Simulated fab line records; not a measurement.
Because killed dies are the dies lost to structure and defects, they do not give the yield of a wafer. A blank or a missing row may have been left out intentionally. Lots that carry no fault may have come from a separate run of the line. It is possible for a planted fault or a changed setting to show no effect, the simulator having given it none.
The tool behind it: which one? | flow gf180mcu | 14 lots with 42 wafers sampled at 2 steps, on a route of 602 steps

== WHAT EACH GAUGE READ, for each wafer ==
GF_V2_THK_MEAS_03.
lot  | measured     | on            | V2_CVD_02_THK (nm)
L274 | day 19 16:03 | film-metro-04 | 852 871 859
L276 | day 20 12:55 | film-metro-04 | 825 855 846
L277 | day 21 04:16 | film-metro-02 | 850 837 853
L278 | day 21 04:46 | film-metro-01 | 851 849 863
L281 | day 22 11:14 | film-metro-02 | 850 835 854
L283 | day 22 22:30 | film-metro-01 | 843 865 869
L284 | day 23 10:53 | film-metro-04 | 849 862 851
L288 | day 24 21:31 | film-metro-04 | 849 825 848
L291 | day 25 21:34 | film-metro-04 | 852 864 860
L290 | day 25 21:58 | film-metro-04 | 866 861 843
L292 | day 26 03:05 | film-metro-04 | 846 847 843
L293 | day 26 13:28 | film-metro-02 | 832 819 860
L294 | day 27 01:04 | film-metro-04 | 850 856 868
L296 | day 27 07:38 | film-metro-02 | 835 870 837

== WHAT TOOL EACH LOT RAN ON (gives the tool, then ch and the chambers of the sampled wafers, and finally the start) ==
lot  | GF_V2_CVD_02
L274 | pecvd-04 ch 0,1, day 19 15:58
L276 | pecvd-04 ch 0,2, day 20 12:51
L277 | pecvd-02 ch 0,1,2, day 21 04:11
L278 | pecvd-03 ch 1,2, day 21 04:41
L281 | pecvd-02 ch 0,2, day 22 11:10
L283 | pecvd-04 ch 0,1,2, day 22 22:25
L284 | pecvd-04 ch 1,2, day 23 10:49
L288 | pecvd-02 ch 0,1, day 24 21:25
L291 | pecvd-03 ch 1,2, day 25 21:29
L290 | pecvd-04 ch 0,1,2, day 25 21:52
L292 | pecvd-03 ch 0,1, day 26 03:01
L293 | pecvd-02 ch 0,1,2, day 26 13:23
L294 | pecvd-03 ch 0,2, day 27 00:59
L296 | pecvd-04 ch 0,2, day 27 07:32
- GF_V2_CVD_02: deposits SiO2 from TEOS, target thk 850 nm, time 94.851 s.

== WHAT THE TOOLS THEMSELVES READ (means of the sampled wafers that have a number; where no wafer has one, the mark that the record gives instead) ==
GF_V2_CVD_02.
lot  | tool     | heater-power-w (W)
L274 | pecvd-04 | 767
L276 | pecvd-04 | 680
L277 | pecvd-02 | 686
L278 | pecvd-03 | 615
L281 | pecvd-02 | 643
L283 | pecvd-04 | 695
L284 | pecvd-04 | 699
L288 | pecvd-02 | 680
L291 | pecvd-03 | 620
L290 | pecvd-04 | 738
L292 | pecvd-03 | 569
L293 | pecvd-02 | 694
L294 | pecvd-03 | 571
L296 | pecvd-04 | 653

== THE ANSWER, worked out from the rows above alone ==
Rule: usual is defined by the lots themselves. Put in order of their means at a reading, lots are off if they are a third of the lots or fewer, leave a main group of 4 or more, and stand apart from it by a gap of 3 or more times the standard deviation of the main group's means; of several such gaps the widest counts. If all means in a main group match to the digits the tables above print for the reading, that group is not used. Also off: a lot with no number at a reading for which 4 or more lots have one. Where the step has rows for the other lots, those lots are counted as sound. First the gauges in route order, then the tools' own readings, where a lot's mean is used as printed above. The first step at which some lot is off is used, and at that step the reading that is off furthest; a lot without a number counts as furthest.
No lot is off on any of the readings shown, so nothing can be concluded from this.

== WHAT THE SIMULATOR PUT IN ==
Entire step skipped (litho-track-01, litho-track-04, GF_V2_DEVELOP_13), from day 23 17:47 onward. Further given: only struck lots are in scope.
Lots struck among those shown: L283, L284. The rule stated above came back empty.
